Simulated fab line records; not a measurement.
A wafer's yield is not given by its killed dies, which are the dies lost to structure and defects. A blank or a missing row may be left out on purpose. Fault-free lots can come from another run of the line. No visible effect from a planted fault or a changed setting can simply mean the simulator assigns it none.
Which tool was responsible? | flow sky130 | Sampling: 11 lots, 33 wafers, 2 of 708 route steps

WHAT THE GAUGES SHOWED, per wafer
SKY_POLY_GATE_THK_MEAS_01.
lot  | measured     | on           | POLY_GATE_CVD_00_THK (nm)
L780 | day 14 01:28 | filmMetro-03 | 181.1 180.0 180.9
L781 | day 14 12:08 | filmMetro-02 | 180.4 179.4 180.7
L783 | day 15 03:52 | filmMetro-03 | 179.0 180.9 180.1
L790 | day 17 17:17 | filmMetro-03 | 134.8 133.8 134.4
L791 | day 18 01:38 | filmMetro-03 | 137.9 137.9 138.0
L792 | day 18 13:03 | filmMetro-01 | 133.3 135.4 132.8
L798 | day 21 03:23 | filmMetro-03 | 183.6 183.2 183.7
L799 | day 21 05:04 | filmMetro-03 | 182.1 181.4 180.9
L800 | day 21 14:06 | filmMetro-02 | 178.7 180.4 178.2
L802 | day 21 20:15 | filmMetro-02 | 179.9 180.6 180.8
L801 | day 22 02:30 | filmMetro-03 | 178.0 180.5 179.5

WHICH TOOL RAN EACH LOT (tool, then ch and the chambers of the sampled wafers, then the start)
lot  | SKY_POLY_GATE_CVD_00
L780 | lpcvd-01 ch 0, day 14 00:15
L781 | lpcvd-01 ch 0, day 14 10:56
L783 | lpcvd-01 ch 1, day 15 02:39
L790 | lpcvd-01 ch 1, day 17 16:05
L791 | lpcvd-01 ch 0, day 18 00:25
L792 | lpcvd-01 ch 1, day 18 11:50
L798 | lpcvd-01 ch 0, day 21 02:10
L799 | lpcvd-01 ch 0, day 21 03:52
L800 | lpcvd-01 ch 0, day 21 12:17
L802 | lpcvd-01 ch 1, day 21 19:03
L801 | lpcvd-01 ch 1, day 22 01:18
- SKY_POLY_GATE_CVD_00: deposits poly-Si, target thk 180 nm, time 720 s.

THE ANSWER, worked out from the rows above alone
Rule: usual is defined by the lots themselves. The widest of any qualifying gaps counts: lots, ordered by their means at a reading, are off when they make up no more than a third of the lots, leave a main group of 4 or more, and stand apart from it by 3 or more times the standard deviation of that group's means. If all means in a main group match to the digits the tables above print for the reading, that group is not used. Also off: a lot with no number at a reading for which 4 or more lots have one. Where the step has rows for the other lots, those lots are counted as sound.
Off: at SKY_POLY_GATE_THK_MEAS_01 (POLY_GATE_CVD_00_THK), L790, L791, L792. For the main group the mean is 180.6 nm and the standard deviation 1.3.
If a tool, at a process step before that reading, ran all the lots that are off and no sound lot after the first of them, it fits. Those tools and the gauges at SKY_POLY_GATE_THK_MEAS_01 are tried in the same way. No candidate that was tried fits.

WHAT HAD BEEN PUT IN BY THE SIMULATOR
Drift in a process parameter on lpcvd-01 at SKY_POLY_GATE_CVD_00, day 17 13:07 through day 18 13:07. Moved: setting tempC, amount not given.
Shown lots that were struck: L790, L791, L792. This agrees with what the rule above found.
